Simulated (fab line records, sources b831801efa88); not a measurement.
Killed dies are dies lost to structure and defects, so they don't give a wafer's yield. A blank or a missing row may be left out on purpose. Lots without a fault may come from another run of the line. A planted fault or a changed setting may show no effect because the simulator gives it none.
One fault seen from 2 desks | flow sky130 | each desk has only its own numbers; what lay behind them comes last

THE METROLOGY DESK
What the gauges read, lot by lot, whatever tool the lot ran on: means of the sampled wafers that have a number. A lot is out of limits, marked OUT, if its mean lies more than 4 standard deviations from the usual mean; the brackets give that distance.
Columns: A = VIA2_W_THK at SKY_VIA2_THK_MEAS_23, usual 421 nm
lot  | first seen here | A
L890 | day 36 11:43    | 414
L891 | day 36 13:44    | 416
L893 | day 37 12:22    | 408
L894 | day 37 21:19    | 403
L895 | day 38 18:53    | 403
L901 | day 40 04:52    | 423
L902 | day 40 22:29    | 425
L904 | day 41 02:50    | 430
L905 | day 41 21:06    | 433
L907 | day 41 22:25    | 431
L912 | day 42 22:26    | 434
This desk's finding: nothing out of limits on any of the 11 lots.

THE TOOL OWNER'S DESK: rie_metal-04
The tool's own readings at SKY_METAL3_METAL_ETCH_18 (etches the open film in Cl2/BCl3, stops on SiO2, target depth 845 nm, time 183.1 s): means of the sampled wafers that have a number, for each lot that ran on this tool. A lot is out of limits, marked OUT, if its mean lies more than 4 standard deviations from the usual mean; the brackets give that distance.
Columns: A = drypump_motor_current_A at SKY_METAL3_METAL_ETCH_18, usual 5.9 A; B = oes_product_au at SKY_METAL3_METAL_ETCH_18, usual 0.865 a.u.; C = throttle_valve_pct at SKY_METAL3_METAL_ETCH_18, usual 22.264 %
lot  | first seen here | A   | B     | C
L901 | day 42 06:16    | 5.5 | 0.867 | 22.261
L902 | day 42 23:29    | 6.0 | 0.863 | 22.262
This desk's finding: nothing out of limits on any of the 2 lots.

PUT TOGETHER
The metrology desk saw nothing out of limits.
The tool owner's desk saw nothing out of limits.

WHAT THE SIMULATOR HAD PUT IN
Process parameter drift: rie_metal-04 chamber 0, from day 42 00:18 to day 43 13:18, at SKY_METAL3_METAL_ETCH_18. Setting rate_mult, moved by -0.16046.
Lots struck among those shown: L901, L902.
